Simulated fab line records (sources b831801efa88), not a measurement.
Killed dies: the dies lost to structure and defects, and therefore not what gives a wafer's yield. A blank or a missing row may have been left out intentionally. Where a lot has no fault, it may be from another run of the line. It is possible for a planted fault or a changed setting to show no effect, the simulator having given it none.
A lot that was struck, set against a sound lot ; flow sky130 ; 15 out of 708 route steps
Sound: these wafers, L365.1, L365.2, L365.6. The struck wafers were L356.3, L356.4, L356.5. Last of all comes the cause.
Each step with rows lists, per side, the tool, then ch with its chambers, then its first start. Under that, the readings that differ: sound wafers ; struck wafers ; difference of the means ; sigmas: that difference in standard deviations of wafers without a fault.
alike: readings with means less than 2 such deviations apart, plus words and numbers identical on both sides. not compared: withheld readings, readings lacking a value on some wafer, bounds such as >300 that could conceal the same value, and numbers that have no deviation in the record and whose values overlap.
Wherever a step has rows on one side only, a row that says differs or no value, or a row with sigmas, the two part there. Numbers that don't overlap but have no deviation are shown without sigmas and don't part them. Lack of a reading on every wafer of one side parts them only where that side has two or more wafers.

first, 8 steps without rows for these wafers: SKY_FIELD_ISO_DEHYDRATE_05 (time 60 s); SKY_FIELD_ISO_HMDS_06 (prime time 60 s); SKY_FIELD_ISO_COAT_07 (resist thk 60 nm); SKY_FIELD_ISO_COAT_08 (resist thk 450 nm); SKY_FIELD_ISO_SOFTBAKE_09 (time 90 s); SKY_FIELD_ISO_EXPOSE_10 (exposes mask FOM, target cd 150 nm); SKY_FIELD_ISO_PEB_11; SKY_FIELD_ISO_DEVELOP_12 (develop time 60 s).
SKY_FIELD_ISO_CD_MEAS_13: the cd target is 150 nm.
  sound on cdSem-01 at day 7 01:07; struck on cdSem-02 at day 4 19:36
  alike: cdNm
SKY_FIELD_ISO_ETCH_14: etches BARC in N2/H2, stops on SiO2, time 45.9 s, target depth 60 nm.
  sound on rieDiel-03 ch 0,3, day 7 01:14; struck on rieDiel-04 ch 0,1,3, day 4 19:41
  alike: drypumpMotorCurrentA, oesProductAu, rfFwdPowerW, throttleValvePct
  not compared: rfHoursCounterH
SKY_FIELD_ISO_ETCH_15: etches the open film in CHF3/O2, stops on Si, target depth 180 nm, time 72 s.
  sound on rieDiel-03 ch 0,3, day 7 01:17; struck on rieDiel-04 ch 0,1,3, day 4 19:44
  alike: drypumpMotorCurrentA, oesProductAu, rfFwdPowerW, throttleValvePct
  not compared: rfHoursCounterH
SKY_FIELD_ISO_STRIP_16: strips in O2/N2.
  sound on plasmaAsher-02 ch 0,1, day 7 01:20; struck on plasmaAsher-02 ch 0,1, day 4 19:49
  alike: drypumpMotorCurrentA, oesProductAu, stripTimeToEndpointS
  not compared: rfHoursCounterH
SKY_FIELD_ISO_ETCH_17: etches Si in HBr/Cl2/O2, target depth 342 nm, time 97.7 s.
  sound on rieSi-02 ch 1,2, day 7 01:26; struck on rieSi-01 ch 1,2, day 4 19:53
reading;sound;struck;difference;sigmas
drypumpMotorCurrentA (A);5.0 5.1 5.1;6.0 5.8 5.8;+0.8;+2
oesProductAu (a.u.);1.011 0.994 1.003;0.949 0.917 0.935;-0.069;-8
rfFwdPowerW (W);596.0 598.7 600.6;500.0 499.4 498.1;-99.3;-45
throttleValvePct (%);25.654 25.666 25.661;25.721 25.709 25.704;+0.051;+5
model.FIELD_ISO.featureDepthNm (nm);347.9 338.6 341.8;313.9 304.5 308.2;-33.9;
model.etch.depthNm (nm);347.9 338.6 341.8;313.9 304.5 308.2;-33.9;
  not compared: rfHoursCounterH
then, 1 step without rows for these wafers: SKY_FIELD_ISO_WET_ETCH_18 (etches Si3N4 in H3PO4, target depth 25 nm, time 286 s).
-- record jumps: 44 days separate the struck wafers' starts on either side; left off in module FIELD_ISO, taken up again in module PAD_OPEN, whose first shown step is the route's number 708 --
SKY_PAD_OPEN_PROBE_99:
  sound on prober-02 at day 51 01:20; struck on prober-01 at day 48 14:20
reading;sound;struck;difference;sigmas
model.etest.res_p_drift_20v.lineOhmUm;1.172e+04 1.114e+04 1.127e+04;1.02e+04 9716 9955;-1.42e+03;
model.etest.res_p_drift_20v.rsOhmSq;9735 9276 9378;8604 8263 8434;-1029;
model.etest.pfet_16v.rOnOhmUm;1.548e+04 1.507e+04 1.526e+04;1.44e+04 1.416e+04 1.41e+04;-1.05e+03;
model.etest.resIsoPwell.rsOhmSq;3199 2999 3044;2576 2472 2481;-571;
model.etest.resIsoPwell.lineOhmUm;1191 1105 1162;978.5 917.4 950.3;-203.9;
model.etest.resNwell.lineOhmUm;1203 1162 1172;1048 1043 1052;-131;
model.etest.resNwell.rsOhmSq;1015 978.1 983.8;880.9 864.2 869.6;-120.7;
model.etest.pfet_16v.driveUaUm;239.3 245.4 240.4;252.3 256 253.7;+12.3;
  alike: killed_at_M0_to_M3, killed_at_M4_up, killedAtContacts, killedAtFrontEnd, killedAtOther, killedDies, killedOpen, killedShort

== WHERE THEY PART ==
At SKY_FIELD_ISO_ETCH_17 and nowhere else, as far as this record goes. Later steps at which nothing parts them and some readings are alike: SKY_PAD_OPEN_PROBE_99.

WHY: whatever the simulator had introduced
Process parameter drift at SKY_FIELD_ISO_ETCH_17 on rieSi-01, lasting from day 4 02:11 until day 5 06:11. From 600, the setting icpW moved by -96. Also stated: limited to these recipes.
